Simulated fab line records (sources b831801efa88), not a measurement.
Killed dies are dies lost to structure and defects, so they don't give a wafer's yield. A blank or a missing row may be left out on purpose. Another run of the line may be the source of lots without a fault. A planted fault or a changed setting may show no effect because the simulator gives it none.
Problem report in the 8D (eight disciplines) form, filled by code / flow sky130 / the parts of the form that need people (team, actions taken, sign-off) are left out

## 1. WHAT WENT WRONG
A mean of 89 is read at SKY_PAD_OPEN_PROBE_99 for killed-at-contacts, taken on 1 wafer of 1 lot, against 25 (standard deviation 5.4) on wafers free of any fault. That puts it +12 standard deviations away from the usual mean.
First seen on wafer L759.4, day 50 05:34, on prober-01. Wafers with a number at this step in the record: 33, from 11 lots. Rule for "out", or "out of limits": more than 4 standard deviations from the usual mean. All remaining wafers that have a number are taken as sound.

## 2. WHAT IT IS, WHAT IT ISN'T
question=which readings at this step | is=killed-at-contacts | is not=killed_at_M4_up, killed-at-front-end, killed-at-other, killed-open
question=which lots | is=L759 | is not=L739, L740, L741, L742, L743, L744, L745, L748, L749, L750
question=which wafers of those lots | is=L759.4 | is not=L759.1, L759.6
question=read on which tools | is=prober-01 | is not=prober-02
question=when | is=from day 50 05:34 | is not=up to then (31 sound wafers); but 1 sound wafer of L759 came after

## 3. WHAT RULES OUT EACH SUSPECT
Counting: a tool at a process step up to the reading stays a suspect if it ran every lot that is out. Sound lots after the first of them don't rule it out here, since some wafers of a struck lot are sound.
- rie-diel-01 at SKY_LI_CONTACT_ETCH_15 (etches PSG in C4F8/O2/Ar, stops on Si, target depth 600 nm): kept. It processed L759, the lot that is out, at day 35 08:07, and its most recent sound lot before then was L749 at day 32 11:10.
- rie-metal-01 at SKY_METAL4_DESCUM_15 (chemistry O2, time 8 s): kept. It processed L759, the lot that is out, at day 46 21:40, and its most recent sound lot before then was L750 at day 45 00:03.
- pvd-sputter-02 at SKY_METAL5_SPUTTER_02 (material AlCu, target thk 1150 nm, time 61.2 s): kept. It processed L759, the lot that is out, at day 47 19:38, and its most recent sound lot before then was L745 at day 44 12:09.
- rie-metal-02 at SKY_METAL5_METAL_ETCH_15 (etches the open film in Cl2/BCl3, stops on SiO2, target depth 1260 nm, time 252 s): kept. It processed L759, the lot that is out, at day 48 14:08, and its most recent sound lot before then was L745 at day 45 09:28.
- prober-01 at SKY_PAD_OPEN_PROBE_99: kept. It processed L759, the lot that is out, at day 50 05:25, and its most recent sound lot before then was L749 at day 48 07:35. On those wafers its own readings are out: killed-at-contacts.
- rie-diel-01, SKY_LI_CONTACT_ETCH_15: wafers that are out in chamber 1, sound lot-mates in chambers 0, 2.
Left after counting: rie-diel-01 at SKY_LI_CONTACT_ETCH_15, rie-metal-01 at SKY_METAL4_DESCUM_15, pvd-sputter-02 at SKY_METAL5_SPUTTER_02, rie-metal-02 at SKY_METAL5_METAL_ETCH_15, prober-01 at SKY_PAD_OPEN_PROBE_99.

## 4. THE CAUSE (what the simulator had put in)
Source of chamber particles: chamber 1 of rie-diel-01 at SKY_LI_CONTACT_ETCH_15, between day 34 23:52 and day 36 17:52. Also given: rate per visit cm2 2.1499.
5 suspects survive the count, and this tool is in that group.

## 5. THE CHAIN OF EFFECTS, in route order
One row per reading whose mean, taken over the struck wafers that have a number, lies over 3 standard deviations from the usual. Only readings for which the record gives a usual standard deviation are gone through. hours: the time from each lot's start at the first step in this table that gives one to its start at this step, as a median over the lots. sigmas: the change in usual standard deviations.
hours=0; step=SKY_PAD_OPEN_PROBE_99; reading=killed-at-contacts; usual=25; on struck wafers=89; change=+64; sigmas=+12
hours=0; step=SKY_PAD_OPEN_PROBE_99; reading=killed-dies; usual=85; on struck wafers=122; change=+37; sigmas=+3.8
The process steps in it:
- SKY_PAD_OPEN_PROBE_99

## 6. WHAT WOULD HAVE CAUGHT IT SOONER
First out-of-limits reading in this record: day 50 05:34, which is 366 hours after fault onset at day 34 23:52.
No tool reading at SKY_LI_CONTACT_ETCH_15 that has a usual standard deviation in the record was out on any struck wafer, so an alarm limit of 4 standard deviations on those readings would not have fired.
The start of SKY_LI_CONTACT_ETCH_15 on rie-diel-01 came by day 50 05:34 for every one of the lots that are out (1). Holding the tool at that point would not have protected any of them.
